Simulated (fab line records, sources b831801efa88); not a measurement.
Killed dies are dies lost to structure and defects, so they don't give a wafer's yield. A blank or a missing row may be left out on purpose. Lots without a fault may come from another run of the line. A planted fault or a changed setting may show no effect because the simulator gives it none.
fab line records | flow sky130
record lots=6 wafers=16 last_day=50
route steps=708 shown LDD_LDN@300 SPACER@304 POLY_CUT@307 PAD_OPEN@708
lots that met no fault: from a run of the same line without faults
start_h: hours from the record's first day to the start of the lot's first wafer shown | wait_h: hours since the lot's step before | " the same as in the row above | L1.1+2: a row that stands for several wafers | - no value, or no start given | * or withheld: withheld | < > ~ a bound
route shown NAME@n: a module of which the file shows steps, and the number in the route of the first | usual: mean/standard deviation of fault-free wafers | same: alike in all rows | chamber/n: place in a boat | sites: the reading at each site | _std_site: their standard deviation | _edge_site: outer sites' mean less inner sites' | radius_mm: how far each site lies from the wafer's centre | mask NAME#n: copy n | behind: the tool/chamber that last shaped the wafer | hold: why the lot was held/for how many hours/how that ended | device: the transistor (n, p or np) that didn't switch | end of line: the same wafers' tests at the end of the route | a step without rows: its recipe alone | killed: dies lost to structure and defects at the first sort, not the wafer's yield | map: a wafer's dies, x killed, . not, _ none there
set.NAME: the setting as run; set.NAME@STEP: as run at that earlier step | model.NAME: the simulator's own value behind a step, which no gauge read
lots at some steps of the route; a table a step, a row a wafer
services: from which hour (start_h, from the record's first day; less than 0 if before it) a tool's chamber was out of use, for how many hours, and why
## steps
# step SKY_LDD_LDN_IMPLANT_11
# recipe species=As energy_kev=15 dose_cm2=1.25e+13 tilt_deg=withheld rotation_deg=293
# step SKY_LDD_LDN_STRIP_12
# recipe chemistry=O2/N2 power_w=1400 pressure_mtorr=1500 platen_temp_c=withheld o2_flow_sccm=3000 n2_flow_sccm=300 overash_fraction=0.5
# usual drypump_motor_current_A=5.68/0.18 oes_product_au=0.715/0.0045 strip_time_to_endpoint_s=14.20/0.037
# columns lot.wafer tool chamber start_h wait_h drypump_motor_current_A oes_product_au rf_hours_counter_h strip_time_to_endpoint_s
L572.1 plasma_asher-02 1 575.80 0.1 5.82 0.715 90 14.19
L572.2 " 0 " " 5.83 0.717 90 14.20
L572.3 " 1 " " 5.85 0.710 - 14.19
L575.1 plasma_asher-03 1 595.06 0.1 5.86 0.719 41 14.22
L575.5 " 0 " " 5.79 0.720 - 14.25
L577.1 plasma_asher-02 1 604.30 0.1 5.85 0.720 93 14.17
L577.3 " 1 " " 5.86 0.724 - 14.17
L587.1 plasma_asher-02 0 689.86 0.1 5.83 0.716 101 14.21
L587.2 " 1 " " 5.85 0.715 101 14.19
L587.3 " 1 " " 5.84 0.713 - 14.21
L589.1 plasma_asher-03 0 701.06 0.1 5.76 0.716 51 14.18
L589.3 " 1 " " 5.85 0.711 - 14.18
L589.5 " 0 " " 5.73 0.712 - 14.14
L590.3 plasma_asher-03 0 704.08 0.1 5.69 0.717 - 14.20
L590.5 " 1 " " 5.85 0.720 - 14.20
L590.6 " 0 " " 5.69 0.718 - 14.22
# step SKY_LDD_LDN_TW_MEAS_13
# usual LDD_LDN_TW=1486/8.7
# columns lot.wafer tool chamber start_h wait_h LDD_LDN_TW
L572.1 film_metro-04 - 575.90 0.1 1483
L572.2 " - " " 1481
L572.3 " - " " 1484
L575.1 film_metro-02 - 595.16 0.1 1472
L575.5 " - " " 1469
L577.1 film_metro-01 - 604.40 0.1 1495
L577.3 " - " " 1492
L587.1 film_metro-04 - 689.96 0.1 1500
L587.2 " - " " 1495
L587.3 " - " " 1493
L589.1 film_metro-02 - 701.16 0.1 1478
L589.3 " - " " 1497
L589.5 " - " " 1481
L590.3 film_metro-04 - 704.17 0.1 1480
L590.5 " - " " 1482
L590.6 " - " " 1482
# step SKY_LDD_LDN_CLEAN_14
# recipe chemistry=SC1/SC2 mix=1:4:20 temp_c=70 time_s=150 dry=n2_spin
# step SKY_SPACER_CVD_00
# recipe material=Si3N4 precursor=DCS/NH3 target_thk_nm=43.1 temp_c=770 time_s=740 pressure_mtorr=250
# step SKY_SPACER_THK_MEAS_01
# recipe reads=Si3N4_of_SPACER_CVD_00
# usual SPACER_CVD_00_THK=43.1/0.42
# columns lot.wafer tool chamber start_h wait_h SPACER_CVD_00_THK[nm]
L572.1 film_metro-03 - 577.43 0.0 43.0
L572.2 " - " " 43.0
L572.3 " - " " 43.2
L575.1 film_metro-04 - 597.03 0.0 43.8
L575.5 " - " " 43.7
L577.1 film_metro-04 - 606.68 0.0 43.1
L577.3 " - " " 43.0
L587.1 film_metro-03 - 691.28 0.0 43.1
L587.2 " - " " 43.2
L587.3 " - " " 43.3
L589.1 film_metro-03 - 702.48 0.0 43.5
L589.3 " - " " 43.5
L589.5 " - " " 43.0
L590.3 film_metro-03 - 705.48 0.0 42.7
L590.5 " - " " 42.6
L590.6 " - " " 42.6
# step SKY_SPACER_ETCHBACK_02
# recipe chemistry=CH3F/O2 target=Si3N4 stop_on=SiO2 source_w=400 bias_w=80 pressure_mtorr=25 ch3f_flow_sccm=40 O2_flow_sccm=30 time_s=46.7 target_depth_a=450
# usual drypump_motor_current_A=5.9/0.44 oes_product_au=0.855/0.0065 throttle_valve_pct=10.562/0.0097
# columns lot.wafer tool chamber start_h wait_h drypump_motor_current_A oes_product_au rf_hours_counter_h throttle_valve_pct
L572.1 rie_diel-03 3 577.49 0.1 6.2 0.854 76 10.551
L572.2 " 0 " " 5.6 0.850 1 10.568
L572.3 " 2 " " 5.8 0.852 2 10.553
L575.1 rie_diel-01 2 597.09 0.1 6.5 0.861 18 10.574
L575.5 " 1 " " 6.6 0.864 - 10.563
L577.1 rie_diel-02 0 606.74 0.1 6.2 0.854 32 10.555
L577.3 " 1 " " 5.0 0.848 5 10.569
L587.1 rie_diel-03 1 691.34 0.1 6.0 0.854 9 10.555
L587.2 " 2 " " 5.8 0.864 4 10.567
L587.3 " 0 " " 5.5 0.854 3 10.566
L589.1 rie_diel-01 2 702.54 0.1 6.5 0.862 21 10.569
L589.3 " 1 " " 6.6 0.855 7 10.565
L589.5 " 2 " " 6.5 0.856 - 10.548
L590.3 rie_diel-01 0 705.52 0.0 6.0 0.850 11 10.568
L590.5 " 1 " " 6.6 0.850 - 10.565
L590.6 " 0 " " 6.0 0.845 - 10.559
# step SKY_POLY_CUT_DEHYDRATE_00
# recipe temp_c=200 time_s=60
# step SKY_POLY_CUT_HMDS_01
# recipe prime_time_s=60 prime_temp_c=120
# step SKY_POLY_CUT_COAT_02
# recipe resist=BARC temp_c=withheld time_s=withheld spin_rpm=3000 resist_thk_nm=60
# step SKY_POLY_CUT_COAT_03
# recipe resist=KrF-thick spin_rpm=3000 resist_thk_nm=450
# step SKY_POLY_CUT_SOFTBAKE_04
# recipe temp_c=100 time_s=90 resist=KrF-thick
# step SKY_POLY_CUT_EXPOSE_05
# recipe mask_id=NPCM na=0.8 source_shape=annular sigma_inner=0.55 sigma_outer=0.85 target_cd_nm=270 dose_mj=32
# columns lot.wafer tool chamber start_h wait_h mask
L572.1+2+3 krf_scanner-01 0 593.22 - NPCM#0
L575.1+5 krf_scanner-02 0 615.87 - NPCM#0
L577.1+3 krf_scanner-02 0 621.68 - NPCM#0
L587.1+2+3 krf_scanner-01 0 705.80 - NPCM#0
L589.1+3+5 krf_scanner-02 0 716.85 - NPCM#0
L590.3+5+6 krf_scanner-02 0 719.77 - NPCM#0
# step SKY_POLY_CUT_PEB_06
# recipe peb_temp_c=withheld peb_time_s=withheld resist=KrF-thick
# step SKY_POLY_CUT_DEVELOP_07
# recipe develop_time_s=60 resist=KrF-thick dev_temp_c=21
# step SKY_POLY_CUT_CD_MEAS_08
# recipe target_cd_nm=270
# usual cd_nm=269.6/1.4
# columns lot.wafer tool chamber start_h wait_h cd_nm
L572.1 cd_sem-02 - 607.13 - 270.9
L572.2 " - " " 270.9
L572.3 " - " " 271.2
L575.1 cd_sem-01 - 629.98 - 244.3
L575.5 " - " " 244.3
L577.1 cd_sem-02 - 635.63 - 242.7
L577.3 " - " " 268.6
L587.1 cd_sem-02 - 719.95 - 270.3
L587.2 " - " " 270.3
L587.3 " - " " 271.2
L589.1 cd_sem-01 - 730.38 - 268.3
L589.3 " - " " 268.7
L589.5 " - " " 267.3
L590.3 cd_sem-01 - 733.47 - 266.6
L590.5 " - " " 269.5
L590.6 " - " " 267.9
# step SKY_POLY_CUT_OVL_MEAS_09
# usual POLY_CUT_OVL=-1/5.1
# columns lot.wafer tool chamber start_h wait_h POLY_CUT_OVL[nm]
L572.1 overlay-01 - 607.25 0.1 3
L572.2 " - " " -2
L572.3 " - " " 6
L575.1 overlay-02 - 630.10 0.1 -6
L575.5 " - " " -10
L577.1 overlay-01 - 635.75 0.1 -2
L577.3 " - " " 0
L587.1 overlay-01 - 720.07 0.1 7
L587.2 " - " " 6
L587.3 " - " " 5
L589.1 overlay-02 - 730.50 0.1 1
L589.3 " - " " 0
L589.5 " - " " -2
L590.3 overlay-01 - 733.56 0.1 1
L590.5 " - " " 5
L590.6 " - " " 7
# step SKY_POLY_CUT_ETCH_10
# recipe chemistry=N2/H2 target=BARC ion_energy_ev=200 source_w=500 bias_w=100 pressure_mtorr=30 n2_flow_sccm=100 h2_flow_sccm=200 stop_on=SiO2 time_s=45.9 target_depth_a=600
# usual drypump_motor_current_A=5.9/0.44 oes_product_au=0.855/0.0044 throttle_valve_pct=13.226/0.0092
# columns lot.wafer tool chamber start_h wait_h drypump_motor_current_A oes_product_au rf_hours_counter_h throttle_valve_pct model.POLY_CUT.cd_nm
L572.1 rie_diel-04 3 607.28 0.0 6.0 0.855 10 13.211 272
L572.2 " 2 " " 5.6 0.851 7 13.231 271.5
L572.3 " 1 " " 6.1 0.850 13 13.227 271.3
L575.1 rie_diel-02 3 630.13 0.0 6.2 0.846 7 13.217 243.3
L575.5 " 3 " " 6.2 0.850 - 13.217 244
L577.1 rie_diel-04 0 635.78 0.0 6.6 0.861 12 13.225 244.5
L577.3 " 1 " " 6.0 0.857 14 13.237 268.7
L587.1 rie_diel-02 0 720.10 0.0 6.2 0.854 34 13.217 271
L587.2 " 2 " " 5.2 0.859 6 13.225 271.8
L587.3 " 1 " " 4.9 0.856 7 13.238 272.2
L589.1 rie_diel-03 1 730.53 0.0 6.0 0.855 10 13.237 268.9
L589.3 " 2 " " 5.8 0.855 6 13.233 269.4
L589.5 " 3 " " 6.2 0.846 - 13.220 266.9
L590.3 rie_diel-02 1 733.58 0.0 5.0 0.858 7 13.220 267.9
L590.5 " 0 " " 6.3 0.848 - 13.233 269.3
L590.6 " 3 " " 6.2 0.860 - 13.214 268
# step SKY_POLY_CUT_ETCH_11
# recipe target=Si3N4 chemistry=CF4/CH2F2/Ar stop_on=poly-Si source_w=600 bias_w=150 pressure_mtorr=40 cf4_flow_sccm=40 ch2f2_flow_sccm=20 Ar_flow_sccm=150 time_s=42.5 target_depth_a=600
# usual drypump_motor_current_A=5.9/0.44 oes_product_au=0.829/0.0062 throttle_valve_pct=14.993/0.01
# columns lot.wafer tool chamber start_h wait_h drypump_motor_current_A oes_product_au rf_hours_counter_h throttle_valve_pct model.POLY_CUT.cd_nm
L572.1 rie_diel-04 3 607.33 0.0 5.9 0.822 10 14.996 272.1
L572.2 " 2 " " 5.6 0.824 7 14.992 271.5
L572.3 " 1 " " 6.0 0.826 13 14.980 271.4
L575.1 rie_diel-02 3 630.18 0.0 6.2 0.828 7 15.000 243.3
L575.5 " 3 " " 6.2 0.828 - 15.009 244
L577.1 rie_diel-04 0 635.83 0.0 6.6 0.824 12 15.004 244.3
L577.3 " 1 " " 6.0 0.827 14 14.994 268.7
L587.1 rie_diel-02 0 720.15 0.0 6.2 0.818 34 15.011 271
L587.2 " 2 " " 5.2 0.834 6 14.987 271.8
L587.3 " 1 " " 5.0 0.827 7 15.006 272.3
L589.1 rie_diel-03 1 730.58 0.0 6.0 0.833 10 14.982 268.8
L589.3 " 2 " " 5.8 0.844 6 15.000 269.3
L589.5 " 3 " " 6.2 0.842 - 15.000 266.9
L590.3 rie_diel-02 1 733.63 0.0 5.0 0.836 7 15.009 267.9
L590.5 " 0 " " 6.3 0.837 - 14.981 269.3
L590.6 " 3 " " 6.2 0.821 - 14.992 268.2
# step SKY_POLY_CUT_STRIP_12
# recipe chemistry=O2/N2 power_w=1400 pressure_mtorr=1500 platen_temp_c=withheld o2_flow_sccm=3000 n2_flow_sccm=300 overash_fraction=0.5
# usual drypump_motor_current_A=5.90/0.22 oes_product_au=0.452/0.0043 strip_time_to_endpoint_s=5.358/0.016
# columns lot.wafer tool chamber start_h wait_h drypump_motor_current_A oes_product_au rf_hours_counter_h strip_time_to_endpoint_s
L572.1 plasma_asher-04 0 607.37 0.0 5.76 0.449 79 5.372
L572.2 " 1 " " 6.34 0.447 79 5.364
L572.3 " 0 " " 5.74 0.445 - 5.377
L575.1 plasma_asher-02 1 630.22 0.0 5.84 0.451 96 5.369
L575.5 " 0 " " 5.82 0.452 - 5.363
L577.1 plasma_asher-03 0 635.87 0.0 5.77 0.457 45 5.353
L577.3 " 0 " " 5.73 0.446 - 5.369
L587.1 plasma_asher-02 0 720.19 0.0 5.83 0.449 104 5.341
L587.2 " 1 " " 5.86 0.450 104 5.327
L587.3 " 0 " " 5.82 0.449 - 5.348
L589.1 plasma_asher-04 1 730.62 0.0 6.40 0.461 91 5.341
L589.3 " 1 " " 6.37 0.454 - 5.340
L589.5 " 1 " " 6.37 0.442 - 5.353
L590.3 plasma_asher-02 1 733.70 0.1 5.87 0.448 - 5.356
L590.5 " 0 " " 5.82 0.444 - 5.350
L590.6 " 1 " " 5.85 0.455 - 5.367
# step SKY_PAD_OPEN_PROBE_99
# usual killed_at_M0_to_M3=43/6.8 killed_at_M4_up=3.0/1.6 killed_at_contacts=25/6 killed_at_front_end=15/4.4 killed_at_other=0.3/0.52 killed_dies=86/9.6 killed_open=47/6.7 killed_short=39/6.8
# same gross_dies=492 killed_at_back_side=0
# columns lot.wafer tool chamber start_h wait_h killed_at_M0_to_M3 killed_at_M4_up killed_at_contacts killed_at_front_end killed_at_other killed_dies killed_open killed_short
L575.1 prober-01 - 1127.74 0.1 47 2 32 22 0 103 55 45
L575.5 prober-01 - 1127.94 0.2 44 5 24 18 1 92 51 39
L577.1 prober-01 - 1129.99 0.1 42 3 24 30 1 100 47 51
L587.1 prober-01 - 1185.13 0.1 41 2 22 22 0 87 43 44
L587.2 prober-01 - 1185.18 0.1 36 2 25 15 0 78 36 42
L587.3 prober-01 - 1185.23 0.2 40 1 25 13 0 79 44 35
L589.1 prober-01 - 1190.38 0.1 40 1 23 14 0 78 39 38
L589.3 prober-01 - 1190.48 0.2 45 4 27 26 0 102 54 47
L589.5 prober-01 - 1190.58 0.2 37 3 29 13 1 83 47 35
L590.3 prober-02 - 1192.68 0.2 40 5 30 18 0 93 59 33
L590.5 prober-02 - 1192.78 0.2 46 2 30 18 0 96 54 41
L590.6 prober-02 - 1192.83 0.2 43 4 22 15 0 84 41 42
# killed by level:class
L575.1 LI_CONTACT:geometric_particle:open=12 VIA1:geometric_particle:open=11 VIA2:geometric_particle:open=9 LOCAL_INTERCONNECT:geometric_particle:short=8 METAL2:geometric_particle:short=7 VIA3:geometric_particle:open=7 FIELD_ISO:geometric_particle:short=6 POLY_GATE:geometric_particle:short=5
L575.5 CONTACT:geometric_particle:open=11 VIA1:geometric_particle:open=10 METAL2:geometric_particle:short=7 VIA2:geometric_particle:open=7 FIELD_ISO:geometric_particle:open=6 CONTACT:geometric_particle:short=6 FIELD_ISO:geometric_particle:short=3 POLY_GATE:geometric_particle:open=3
L577.1 METAL2:geometric_particle:short=9 CONTACT:geometric_particle:open=9 VIA3:geometric_particle:open=7 METAL1:geometric_particle:short=6 FIELD_ISO:geometric_particle:short=5 POLY_GATE:geometric_particle:open=5 LI_CONTACT:geometric_particle:open=5 VIA1:geometric_particle:open=5
L587.1 VIA1:geometric_particle:open=7 LOCAL_INTERCONNECT:geometric_particle:short=6 VIA2:geometric_particle:open=6 FIELD_ISO:geometric_particle:open=5 POLY_GATE:geometric_particle:short=5 SPACER:geometric_particle:short=5 CONTACT:geometric_particle:open=5 METAL1:geometric_particle:open=5
L587.2 LI_CONTACT:geometric_particle:open=10 VIA2:geometric_particle:open=7 CONTACT:geometric_particle:short=5 CONTACT:geometric_particle:open=5 VIA1:geometric_particle:open=5 FIELD_ISO:geometric_particle:short=4 POLY_GATE:geometric_particle:open=4 VIA3:geometric_particle:open=4
L587.3 CONTACT:geometric_particle:open=11 VIA1:geometric_particle:open=9 METAL2:geometric_particle:short=7 POLY_GATE:geometric_particle:open=6 VIA1:geometric_particle:short=6 VIA2:geometric_particle:open=6 CONTACT:geometric_particle:short=4 POLY_GATE:geometric_particle:short=4
L589.1 CONTACT:geometric_particle:open=10 VIA2:geometric_particle:open=9 LI_CONTACT:geometric_particle:short=6 VIA1:geometric_particle:short=6 METAL2:geometric_particle:short=5 VIA3:geometric_particle:open=5 POLY_GATE:geometric_particle:short=4 VIA1:geometric_particle:open=4
L589.3 LI_CONTACT:geometric_particle:open=11 VIA1:geometric_particle:open=8 CONTACT:geometric_particle:open=7 VIA3:geometric_particle:open=7 VIA2:geometric_particle:open=7 FIELD_ISO:geometric_particle:short=6 FIELD_ISO:geometric_particle:open=5 METAL1:geometric_particle:short=5
L589.5 CONTACT:geometric_particle:open=12 VIA2:geometric_particle:open=9 VIA1:geometric_particle:open=9 LI_CONTACT:geometric_particle:open=6 LI_CONTACT:geometric_particle:short=5 LOCAL_INTERCONNECT:geometric_particle:short=5 FIELD_ISO:geometric_particle:open=4 METAL1:geometric_particle:short=4
L590.3 VIA1:geometric_particle:open=15 CONTACT:geometric_particle:open=10 LI_CONTACT:geometric_particle:open=9 VIA2:geometric_particle:open=8 FIELD_ISO:geometric_particle:open=5 METAL1:geometric_particle:short=4 METAL2:geometric_particle:short=4 FIELD_ISO:geometric_particle:short=3
L590.5 VIA1:geometric_particle:open=10 LI_CONTACT:geometric_particle:open=9 VIA3:geometric_particle:open=9 CONTACT:geometric_particle:open=7 LOCAL_INTERCONNECT:geometric_particle:short=7 VIA2:geometric_particle:open=5 CONTACT:geometric_particle:short=4 VIA1:geometric_particle:short=4
L590.6 VIA1:geometric_particle:open=12 CONTACT:geometric_particle:open=8 FIELD_ISO:geometric_particle:short=7 VIA3:geometric_particle:open=7 VIA3:geometric_particle:short=6 VIA1:geometric_particle:short=5 LI_CONTACT:geometric_particle:open=4 LOCAL_INTERCONNECT:geometric_particle:short=4
## services
# columns tool chamber start_h hours kind
plasma_asher-03 - 552.93 14.6 pm
rie_diel-01 0 555.29 12.3 repair
rie_diel-02 2 566.14 1.9 repair
krf_scanner-01 - 575.69 2.1 repair
rie_diel-04 1 578.32 5.0 repair
rie_diel-04 2 583.72 14.6 repair
rie_diel-03 0 589.15 3.6 repair
rie_diel-04 0 592.23 4.2 repair
rie_diel-01 3 596.11 3.0 repair
krf_scanner-01 - 602.82 1.0 pm
krf_scanner-02 - 605.40 1.0 pm
plasma_asher-04 - 612.49 0.4 repair
krf_scanner-01 - 613.01 5.7 repair
krf_scanner-02 - 618.73 1.3 pm
krf_scanner-02 - 622.06 0.5 repair
krf_scanner-01 - 639.00 0.8 pm
rie_diel-03 0 659.65 18.1 repair
rie_diel-01 - 662.94 2.8 pm
rie_diel-01 - 672.02 1.4 repair
krf_scanner-01 - 677.75 3.6 pm
krf_scanner-01 - 688.27 1.3 pm
krf_scanner-02 - 699.72 0.5 repair
krf_scanner-01 - 702.17 0.8 repair
krf_scanner-02 - 703.05 0.8 pm
## key
first_sign step=SKY_POLY_CUT_CD_MEAS_08 reading=cd_nm direction=down sigmas=19 usual=269.6 struck=243.8
effect none on later readings
model_effect step=SKY_POLY_CUT_ETCH_10 value=POLY_CUT.cd_nm without=269.3 struck=243.9
model_effect step=SKY_POLY_CUT_ETCH_11 value=POLY_CUT.cd_nm without=269.3 struck=243.9
met_at SKY_POLY_CUT_EXPOSE_05
struck_wafers L575.1,L575.5,L577.1
tester_left_out L575,L577
fault kind=process_parameter_drift tool=krf_scanner-02 chamber=- onset_h=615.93 steps=SKY_POLY_CUT_EXPOSE_05 channel=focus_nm offset=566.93 shape=step end_h=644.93 scope=struck_wafers_only
# tester_left_out: of these lots the tester's yield and bins aren't shown, on N5 and GAA mostly nor the transistor test; their killed dies are dies lost to structure and defects alone, not to doping, threshold or leakage, so they don't give the yield
